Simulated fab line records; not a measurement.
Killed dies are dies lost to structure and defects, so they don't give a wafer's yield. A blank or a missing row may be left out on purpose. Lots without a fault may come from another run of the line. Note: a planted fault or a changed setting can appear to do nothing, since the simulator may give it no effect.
A struck lot beside a sound one -- flow sky130 -- 15 steps out of a route of 708
Sound: these wafers, L543.2, L543.3, L543.5. Struck: wafers L552.1, L552.4, L552.6. Last of all comes the cause.
Each step with rows lists, per side, the tool, then ch with its chambers, then its first start. Under that, the readings that differ: sound wafers -- struck wafers -- difference of the means -- sigmas: that difference in standard deviations of wafers without a fault.
alike: a reading whose means differ by less than 2 such deviations, as well as words and numbers matching on both sides. not compared: withheld readings; readings where some wafer has no value; bounds like >300 that might hide an equal value; numbers whose values overlap and for which the record gives no deviation.
Wherever a step has rows on one side only, a row that says differs or no value, or a row with sigmas, the two part there. Numbers that don't overlap but have no deviation are shown without sigmas and don't part them. A reading missing from all wafers of one side parts the sides only when that side holds two or more wafers.

first, 7 steps without rows for these wafers: SKY_LDD_N_DEHYDRATE_00 (time 60 s); SKY_LDD_N_HMDS_01 (prime time 60 s); SKY_LDD_N_COAT_02 (resist thk 296.5 nm); SKY_LDD_N_SOFTBAKE_03 (time 60 s); SKY_LDD_N_EXPOSE_04 (exposes mask NTM, target cd 840 nm); SKY_LDD_N_PEB_05; SKY_LDD_N_DEVELOP_06 (develop time 60 s).
SKY_LDD_N_OVL_MEAS_07:
  sound: overlay-02 at day 19 18:56; struck: overlay-01 at day 22 05:22
  alike: LDD_N_OVL
then, 4 steps without rows for these wafers: SKY_LDD_N_IMPLANT_08; SKY_LDD_N_IMPLANT_09; SKY_LDD_N_IMPLANT_10; SKY_LDD_N_IMPLANT_11.
SKY_LDD_N_IMPLANT_12:
  sound on implanter-03 ch 0, day 19 19:35; struck on implanter-04 ch 0, day 22 06:00
reading,sound,struck,difference,sigmas
dose ions cm2,5.01e+12 4.999e+12 4.997e+12,9.777e+12 9.775e+12 9.777e+12,+4.774e+12,+99 or more
faraday current uA,27.4 28.3 27.1,55.4 56.2 54.5,+27.8,+50
after that, 1 step had no rows for these wafers: SKY_LDD_N_IMPLANT_13.
-- the record jumps here: 26 days lie between the struck wafers' starts before and after (it left off in module LDD_N and takes up again in module PAD_OPEN, whose first step shown is number 708 of the route) --
SKY_PAD_OPEN_PROBE_99:
  sound: prober-01 at day 47 03:21; struck: prober-01 at day 48 14:44
reading,sound,struck,difference,sigmas
model.etest.nfet_01v8_lvt.drive ua um,568.4 559.1 563,541.2 528.6 550.2,-23.5,
model.etest.nfet_01v8_swapped.drive ua um,500.9 492.1 498,483 470.5 491.6,-15,
model.etest.tip n.rs ohm sq,439.5 440.7 437.8,452.1 449.6 452.1,+11.9,
model.etest.nfet_01v8.off log10 a um,-13.33 -13.19 -13.33,-13.44 -13.54 -13.41,-0.18,
model.etest.nfet_01v8_lvt.vt sat v (V),0.5341 0.5442 0.5383,0.6192 0.6232 0.6131,+0.0796,
  not compared: model.etest.nfet_01v8.r on ohm um, model.etest.sram nfet pass.drive ua um, model.etest.nfet_01v8.drive ua um

WHERE THEY PART
Only at SKY_LDD_N_IMPLANT_12, as far as this record shows.

WHY: what the simulator had put in
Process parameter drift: implanter-04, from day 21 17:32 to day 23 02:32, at SKY_LDD_N_IMPLANT_12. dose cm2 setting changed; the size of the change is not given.
